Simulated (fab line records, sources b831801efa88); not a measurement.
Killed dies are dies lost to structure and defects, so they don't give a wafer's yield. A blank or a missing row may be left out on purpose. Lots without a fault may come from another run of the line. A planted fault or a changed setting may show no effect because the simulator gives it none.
Which tool did it? | flow sky130 | 11 lots, 33 wafers sampled, at 5 steps of a route of 708

WHAT THE GAUGES READ, wafer by wafer
SKY_VIA3_THK_MEAS_01.
lot  | measured     | on            | VIA3_HDPCVD_THK (nm)
L601 | day 38 10:36 | film_metro-02 | 1616 1605 1619
L605 | day 39 22:02 | film_metro-01 | 1630 1616 1610
L607 | day 40 08:10 | film_metro-02 | 1641 1614 1629
L608 | day 40 14:53 | film_metro-04 | 1601 1610 1587
L609 | day 41 02:23 | film_metro-01 | 1633 1622 1645
L611 | day 41 21:53 | film_metro-01 | 1632 1625 1646
L613 | day 42 03:50 | film_metro-02 | 1622 1632 1614
L612 | day 42 05:17 | film_metro-02 | 1653 1649 1660
L615 | day 42 13:52 | film_metro-01 | 1644 1630 1828
L617 | day 43 06:05 | film_metro-01 | 1646 1810 1815
L619 | day 43 15:53 | film_metro-02 | 1621 1654 1619

SKY_VIA3_RS_MEAS_22: measures by four-point-probe.
lot  | measured     | on            | VIA3_W_RS (ohm/sq)
L601 | day 39 12:49 | film_metro-02 | 0.291 0.293 0.294
L605 | day 40 23:41 | film_metro-02 | 0.288 0.290 0.290
L607 | day 41 10:01 | film_metro-01 | 0.291 0.291 0.290
L608 | day 41 16:31 | film_metro-01 | 0.292 0.292 0.296
L609 | day 42 03:04 | film_metro-04 | 0.292 0.292 0.291
L611 | day 42 23:12 | film_metro-04 | 0.298 0.294 0.295
L613 | day 43 03:56 | film_metro-04 | 0.298 0.297 0.297
L612 | day 43 06:13 | film_metro-04 | 0.294 0.290 0.292
L615 | day 43 14:40 | film_metro-02 | 0.291 0.294 0.294
L617 | day 44 06:34 | film_metro-04 | 0.294 0.291 0.294
L619 | day 44 16:20 | film_metro-01 | 0.296 0.294 0.290

WHICH TOOL RAN EACH LOT (tool, then ch and the chambers of the sampled wafers, then the start)
lot  | SKY_METAL3_SPUTTER_00        | SKY_VIA3_HDPCVD_00               | SKY_VIA3_ETCH_15
L601 | pvd_sputter-01, day 36 04:30 | hdpcvd-01 ch 1,2, day 38 10:26   | rie_diel-02 ch 1,2,3, day 39 11:59
L605 | pvd_sputter-03, day 37 17:26 | hdpcvd-02 ch 0,1,2, day 39 21:52 | rie_diel-03 ch 1,2, day 40 22:50
L607 | pvd_sputter-03, day 38 04:16 | hdpcvd-02 ch 0,1,2, day 40 07:59 | rie_diel-03 ch 0,1,3, day 41 08:44
L608 | pvd_sputter-01, day 38 10:55 | hdpcvd-02 ch 0,1,2, day 40 14:43 | rie_diel-02 ch 0,2,3, day 41 15:40
L609 | pvd_sputter-01, day 38 23:41 | hdpcvd-02 ch 1,2, day 41 02:13   | rie_diel-04 ch 0,1,3, day 42 02:13
L611 | pvd_sputter-01, day 39 20:16 | hdpcvd-01 ch 0,1, day 41 21:41   | rie_diel-02 ch 1,2, day 42 22:19
L613 | pvd_sputter-03, day 40 02:29 | hdpcvd-02 ch 0,1,2, day 42 03:40 | rie_diel-02 ch 0,2, day 43 03:05
L612 | pvd_sputter-03, day 40 03:19 | hdpcvd-01 ch 0,1,2, day 42 05:07 | rie_diel-04 ch 0,2,3, day 43 05:22
L615 | pvd_sputter-04, day 40 12:15 | hdpcvd-02 ch 0,1,2, day 42 13:43 | rie_diel-04 ch 0,1,2, day 43 13:50
L617 | pvd_sputter-04, day 41 05:22 | hdpcvd-02 ch 0,1,2, day 43 05:55 | rie_diel-03 ch 0,1,2, day 44 05:41
L619 | pvd_sputter-01, day 41 14:53 | hdpcvd-01 ch 1,2, day 43 15:43   | rie_diel-03 ch 0,1,3, day 44 15:29
- SKY_METAL3_SPUTTER_00: material Ti, target thk 15 nm, time 10 s.
- SKY_VIA3_HDPCVD_00: deposits SiO2, target thk 1635 nm, time 272.5 s.
- SKY_VIA3_ETCH_15: etches SiO2 in C4F8/O2/Ar, stops on TiN, target depth 507 nm, time 78 s.

WHAT THE TOOLS THEMSELVES READ (means of the sampled wafers that have a number; where no wafer has one, the mark that the record gives instead)
SKY_METAL3_SPUTTER_00.
lot  | tool           | throttle_valve_pct (%)
L601 | pvd_sputter-01 | 30.1
L605 | pvd_sputter-03 | 31.0
L607 | pvd_sputter-03 | 30.9
L608 | pvd_sputter-01 | 29.7
L609 | pvd_sputter-01 | 30.0
L611 | pvd_sputter-01 | 30.1
L613 | pvd_sputter-03 | 31.1
L612 | pvd_sputter-03 | 30.4
L615 | pvd_sputter-04 | 29.5
L617 | pvd_sputter-04 | 28.4
L619 | pvd_sputter-01 | 30.1

SKY_VIA3_HDPCVD_00.
lot  | tool      | run_length_s (s) | sih4_flow_sccm (sccm)
L601 | hdpcvd-01 | 300.7            | 60.01
L605 | hdpcvd-02 | 300.5            | 59.81
L607 | hdpcvd-02 | 300.5            | 60.17
L608 | hdpcvd-02 | 300.6            | 59.92
L609 | hdpcvd-02 | 300.5            | 59.92
L611 | hdpcvd-01 | 301.1            | 59.95
L613 | hdpcvd-02 | 300.7            | 59.89
L612 | hdpcvd-01 | 300.5            | 59.85
L615 | hdpcvd-02 | 310.2            | 60.00
L617 | hdpcvd-02 | 319.7            | 59.93
L619 | hdpcvd-01 | 300.5            | 60.10

SKY_VIA3_ETCH_15.
lot  | tool        | oes_product_au (a.u.)
L601 | rie_diel-02 | 0.943
L605 | rie_diel-03 | 0.949
L607 | rie_diel-03 | 0.945
L608 | rie_diel-02 | 0.944
L609 | rie_diel-04 | 0.943
L611 | rie_diel-02 | 0.948
L613 | rie_diel-02 | 0.949
L612 | rie_diel-04 | 0.940
L615 | rie_diel-04 | 0.945
L617 | rie_diel-03 | 0.947
L619 | rie_diel-03 | 0.942

THE ANSWER, worked out from the rows above alone
Rule: what is usual is taken from the lots themselves. Put in order of their means at a reading, lots are off if they are a third of the lots or fewer, leave a main group of 4 or more, and stand apart from it by a gap of 3 or more times the standard deviation of the main group's means; of several such gaps the widest counts. A main group whose means are all the same, to the digits that the tables above print for the reading, isn't used. A lot without any number at a reading at which 4 lots or more have one is off too. The other lots that the step has rows for count as sound. The gauges are gone through in route order, then the tools' own readings, and for those a lot's mean is taken as printed above. The first step at which some lot is off is used, and at that step the reading that is off furthest; a lot without a number counts as furthest.
Off: L615, L617, at SKY_VIA3_THK_MEAS_01 (VIA3_HDPCVD_THK). The main group: mean 1626 nm, standard deviation 14.
A tool fits if, at a process step before that reading, it ran every lot that is off, and no sound lot after the first of them. The gauges at SKY_VIA3_THK_MEAS_01 aren't tried: what is off there is off at SKY_VIA3_HDPCVD_00 too, on other tools, and a gauge's error can't cause that. Can't be told from this: 2 tools fit, pvd_sputter-04 at SKY_METAL3_SPUTTER_00, hdpcvd-02 at SKY_VIA3_HDPCVD_00.

WHAT THE SIMULATOR HAD PUT IN
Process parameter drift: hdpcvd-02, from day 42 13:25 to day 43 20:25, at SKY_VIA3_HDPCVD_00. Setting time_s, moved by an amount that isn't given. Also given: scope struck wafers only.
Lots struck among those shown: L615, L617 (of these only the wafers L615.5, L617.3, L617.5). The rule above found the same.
